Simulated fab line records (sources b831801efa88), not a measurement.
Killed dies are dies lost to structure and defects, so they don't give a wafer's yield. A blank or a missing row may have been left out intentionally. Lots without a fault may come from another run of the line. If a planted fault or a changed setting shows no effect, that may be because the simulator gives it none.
Which tool is to blame? + flow sky130 + 15 lots, 45 wafers sampled, at 2 steps of a route of 708

WHAT EACH GAUGE READ, for each wafer
The record lacks any reading of a measuring or inspecting step that a usual standard deviation could be used to judge.

TOOL THAT RAN EACH LOT (tool first, then ch and the chambers of the sampled wafers, then the start)
| lot  | SKY_METAL2_SPUTTER_00        | SKY_PAD_OPEN_PROBE_99   |
|------|------------------------------|-------------------------|
| L448 | pvd_sputter-04, day 34 17:01 | prober-01, day 46 10:46 |
| L449 | pvd_sputter-02, day 35 18:26 | prober-02, day 47 05:07 |
| L452 | pvd_sputter-04, day 37 01:35 | prober-01, day 48 07:16 |
| L455 | pvd_sputter-04, day 37 16:34 | prober-02, day 48 15:58 |
| L454 | pvd_sputter-01, day 37 19:32 | prober-01, day 48 16:53 |
| L458 | pvd_sputter-04, day 38 04:27 | prober-01, day 49 01:34 |
| L460 | pvd_sputter-04, day 38 21:26 | prober-02, day 49 13:44 |
| L459 | pvd_sputter-01, day 39 00:06 | prober-02, day 49 14:02 |
| L461 | pvd_sputter-01, day 39 05:35 | prober-01, day 49 17:09 |
| L463 | pvd_sputter-02, day 39 12:56 | prober-01, day 50 00:41 |
| L464 | pvd_sputter-01, day 39 18:28 | prober-02, day 50 03:49 |
| L465 | pvd_sputter-01, day 40 00:52 | prober-01, day 50 07:04 |
| L466 | pvd_sputter-02, day 40 09:57 | prober-02, day 50 13:55 |
| L467 | pvd_sputter-04, day 40 17:07 | prober-01, day 50 19:10 |
| L469 | pvd_sputter-01, day 40 22:50 | prober-01, day 50 21:34 |
- SKY_METAL2_SPUTTER_00: material Ti, target thk 15 nm, time 10 s.
- SKY_PAD_OPEN_PROBE_99

AS READ BY THE TOOLS THEMSELVES (means over the sampled wafers that have a number; for cases with no such wafer, the mark the record gives instead)
SKY_METAL2_SPUTTER_00. Usual: cathode_dc_power_W 3000.0 W, standard deviation 0.55; chamber_pressure_pa 0.4001 Pa, standard deviation 0.00078; throttle_valve_pct 29.9 %, standard deviation 1.
| lot  | tool           | cathode_dc_power_W (W) | chamber_pressure_pa (Pa) | throttle_valve_pct (%) | flag |
|------|----------------|------------------------|--------------------------|------------------------|------|
| L448 | pvd_sputter-04 | 2999.5                 | 0.4002                   | 30.4                   |      |
| L449 | pvd_sputter-02 | 3000.4                 | 0.3989                   | 30.8                   |      |
| L452 | pvd_sputter-04 | -                      | -                        | -                      | OFF  |
| L455 | pvd_sputter-04 | -                      | -                        | -                      | OFF  |
| L454 | pvd_sputter-01 | -                      | -                        | -                      | OFF  |
| L458 | pvd_sputter-04 | 3000.0                 | 0.3998                   | 30.2                   |      |
| L460 | pvd_sputter-04 | 3000.2                 | 0.4009                   | 30.6                   |      |
| L459 | pvd_sputter-01 | 3000.2                 | 0.4001                   | 28.7                   |      |
| L461 | pvd_sputter-01 | 2999.8                 | 0.4002                   | 29.9                   |      |
| L463 | pvd_sputter-02 | 3000.5                 | 0.4005                   | 30.6                   |      |
| L464 | pvd_sputter-01 | 3000.2                 | 0.4009                   | 29.2                   |      |
| L465 | pvd_sputter-01 | 3000.1                 | 0.3999                   | 29.6                   |      |
| L466 | pvd_sputter-02 | 2999.8                 | 0.3995                   | 28.8                   |      |
| L467 | pvd_sputter-04 | 2999.7                 | 0.4000                   | 30.2                   |      |
| L469 | pvd_sputter-01 | 2999.6                 | 0.4001                   | 29.8                   |      |

SKY_PAD_OPEN_PROBE_99. Usual: defect_limited_yield 82.5 %, standard deviation 2; killed_at_M0_to_M3 44, standard deviation 7.7; killed_at_M4_up 3.0, standard deviation 1.9; killed_at_contacts 25, standard deviation 5.6; killed_at_front_end 15, standard deviation 4.6; killed_at_other 0.3, standard deviation 0.47; killed_dies 86, standard deviation 9.9; killed_open 47, standard deviation 7.4; killed_short 39, standard deviation 5.9; sort_bin_3_pad_short 0.8 %, standard deviation 0.37; sort_bin_5_function 10.4 %, standard deviation 1.5; sort_bin_6_memory 6.3 %, standard deviation 1; sort_n_pass 406, standard deviation 9.9; sort_yield_pct 82.5 %, standard deviation 2.
| lot  | tool      | defect_limited_yield (%) | killed_at_M0_to_M3 | killed_at_M4_up | killed_at_contacts | killed_at_front_end | killed_at_other | killed_dies | killed_open | killed_short | sort_bin_3_pad_short (%) | sort_bin_5_function (%) | sort_bin_6_memory (%) | sort_n_pass | sort_yield_pct (%) | flag |
|------|-----------|--------------------------|--------------------|-----------------|--------------------|---------------------|-----------------|-------------|-------------|--------------|--------------------------|-------------------------|-----------------------|-------------|--------------------|------|
| L448 | prober-01 | 82.7                     | 38                 | 7.0             | 29                 | 11                  | 0.0             | 85          | 47          | 39           | 0.5                      | 9.9                     | 6.9                   | 407         | 82.7               |      |
| L449 | prober-02 | 80.8                     | 46                 | 5.0             | 29                 | 14                  | 0.0             | 94          | 53          | 41           | 1.0                      | 11.3                    | 6.8                   | 398         | 80.8               |      |
| L452 | prober-01 | 81.3                     | 51                 | 3.0             | 24                 | 13                  | 0.7             | 92          | 47          | 45           | 0.5                      | 11.9                    | 6.3                   | 400         | 81.3               |      |
| L455 | prober-02 | 81.0                     | 54                 | 3.0             | 19                 | 16                  | 0.3             | 93          | 53          | 41           | 0.7                      | 11.1                    | 7.2                   | 399         | 81.0               |      |
| L454 | prober-01 | 82.8                     | 43                 | 2.3             | 22                 | 17                  | 0.3             | 84          | 52          | 32           | 0.7                      | 10.3                    | 6.2                   | 408         | 82.8               |      |
| L458 | prober-01 | 80.7                     | 42                 | 2.7             | 27                 | 22                  | 0.7             | 95          | 55          | 40           | 0.7                      | 11.5                    | 7.1                   | 397         | 80.7               |      |
| L460 | prober-02 | 80.8                     | 51                 | 5.0             | 23                 | 15                  | 0.7             | 95          | 52          | 42           | 0.6                      | 11.6                    | 7.0                   | 397         | 80.8               |      |
| L459 | prober-02 | 83.7                     | 39                 | 3.0             | 31                 | 7                   | 0.3             | 80          | 43          | 37           | 1.2                      | 9.5                     | 5.5                   | 412         | 83.7               |      |
| L461 | prober-01 | 81.7                     | 48                 | 2.0             | 20                 | 19                  | 0.0             | 90          | 50          | 39           | 1.1                      | 10.7                    | 6.6                   | 402         | 81.7               |      |
| L463 | prober-01 | 82.2                     | 45                 | 2.0             | 29                 | 11                  | 0.0             | 88          | 51          | 37           | 0.7                      | 11.3                    | 5.8                   | 404         | 82.2               |      |
| L464 | prober-02 | 82.0                     | 45                 | 3.3             | 25                 | 16                  | 0.0             | 89          | 53          | 36           | 0.5                      | 12.1                    | 5.5                   | 403         | 82.0               |      |
| L465 | prober-01 | 83.9                     | 37                 | 2.0             | 24                 | 17                  | 0.0             | 79          | 42          | 37           | 1.1                      | 9.6                     | 5.4                   | 413         | 83.9               |      |
| L466 | prober-02 | 84.2                     | 36                 | 3.3             | 24                 | 13                  | 0.7             | 78          | 42          | 34           | 0.5                      | 9.9                     | 5.4                   | 414         | 84.2               |      |
| L467 | prober-01 | 83.3                     | 42                 | 3.0             | 25                 | 12                  | 0.3             | 82          | 47          | 35           | 0.6                      | 9.7                     | 6.4                   | 410         | 83.3               |      |
| L469 | prober-01 | 82.0                     | 43                 | 5.0             | 24                 | 17                  | 0.0             | 88          | 44          | 45           | 0.9                      | 10.9                    | 6.2                   | 404         | 82.0               |      |

THE ANSWER, worked out from the rows above alone
Rule: a lot is off if the mean of its wafers that have a number lies more than 3 standard deviations from the usual mean. Also off: a lot with no number at a reading for which 4 or more lots have one. Where the step has rows for the other lots, those lots are counted as sound. The gauges are gone through in route order, then the tools' own readings, and for those a lot's mean is taken as printed above. The first step at which some lot is off is used, and at that step the reading that is off furthest; a lot without a number counts as furthest.
Off at SKY_METAL2_SPUTTER_00 (cathode_dc_power_W): L452, L455, L454. Without a number there: L452, L455, L454.
A tool fits if, at that step or a process step before it, it ran every lot that is off, and no sound lot after the first of them. Of those tried, none fits.

WHAT THE SIMULATOR PUT IN
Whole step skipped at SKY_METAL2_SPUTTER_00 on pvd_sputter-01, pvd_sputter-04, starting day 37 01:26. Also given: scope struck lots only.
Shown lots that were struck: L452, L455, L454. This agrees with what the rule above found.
